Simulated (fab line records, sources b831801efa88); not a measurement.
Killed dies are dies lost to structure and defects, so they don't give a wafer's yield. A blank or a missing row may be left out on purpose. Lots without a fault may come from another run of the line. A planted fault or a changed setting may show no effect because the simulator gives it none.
Problem report in the 8D (eight disciplines) form, filled by code | flow sky130 | the parts of the form that need people (team, actions taken, sign-off) are left out

1. THE PROBLEM
chamber_pressure_pa at SKY_METAL2_SPUTTER_04 reads a mean of 0.4885 Pa on 2 wafers of 2 lots; wafers without a fault read 0.4000 Pa with a standard deviation of 0.00086. That is +99 or more standard deviations from the usual mean.
The step: material TiN, target thk 70 nm, time 58.3 s.
First seen on wafer L790.2, day 36 16:29, on pvd_sputter-02. The record holds 18 wafers of 6 lots with a number at this step. Rule for "out", or "out of limits": more than 4 standard deviations from the usual mean. The other wafers with a number count as sound.

2. WHAT IT IS AND WHAT IT IS NOT
question                    | is                  | is not
which readings at this step | chamber_pressure_pa | -
which lots                  | L790, L791          | L784, L800, L804, L807
which wafers of those lots  | L790.2, L791.1      | L790.1, L790.4, L791.2, L791.5
read on which tools         | pvd_sputter-02      | pvd_sputter-04
when                        | from day 36 16:29   | up to then (5 sound wafers); but 11 sound wafers of L791, L800, L804, L807 came after

3. SUSPECTS, AND WHAT RULES EACH OUT
Counting: a tool at a process step up to the reading stays a suspect if it ran every lot that is out. Sound lots after the first of them don't rule it out here, since some wafers of a struck lot are sound.
- pvd_sputter-02 at SKY_METAL2_SPUTTER_01 (material TiN, target thk 20 nm, time 16.7 s): kept. It ran every lot that is out, first L790 (day 36 16:25).
- pvd_sputter-02 at SKY_METAL2_SPUTTER_04 (material TiN, target thk 70 nm, time 58.3 s): kept. It ran every lot that is out, first L790 (day 36 16:29). Its own readings are out on those wafers: chamber_pressure_pa.
Left after counting: pvd_sputter-02 at SKY_METAL2_SPUTTER_01, pvd_sputter-02 at SKY_METAL2_SPUTTER_04.

4. THE CAUSE (what the simulator had put in)
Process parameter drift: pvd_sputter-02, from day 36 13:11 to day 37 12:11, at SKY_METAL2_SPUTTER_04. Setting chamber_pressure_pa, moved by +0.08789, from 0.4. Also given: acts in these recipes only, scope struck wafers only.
Counting left 2 suspects, and this tool is among them.

5. THE CHAIN OF EFFECTS, in route order
Each row: a reading whose mean over the struck wafers that have a number lies more than 3 standard deviations from the usual. Only readings for which the record gives a usual standard deviation are gone through. hours: the time from each lot's start at the first step in this table that gives one to its start at this step, as a median over the lots. sigmas: the change in usual standard deviations.
hours | step                  | reading             | usual     | on struck wafers | change  | sigmas
0     | SKY_METAL2_SPUTTER_04 | chamber_pressure_pa | 0.4000 Pa | 0.4885           | +0.0885 | +99 or more
The process steps in it:
- SKY_METAL2_SPUTTER_04: material TiN, target thk 70 nm, time 58.3 s.
Later measuring or inspecting steps at which every struck wafer that the step has a row for has a number for every such reading, and none has moved that far: SKY_METAL2_RS_MEAS_05, SKY_METAL2_THK_MEAS_06, SKY_METAL2_CD_MEAS_15, SKY_METAL2_OVL_MEAS_16.

6. WHAT WOULD HAVE CAUGHT IT SOONER
In this record the first reading out of limits was taken at day 36 16:29, 3 hours after the fault began at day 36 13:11.
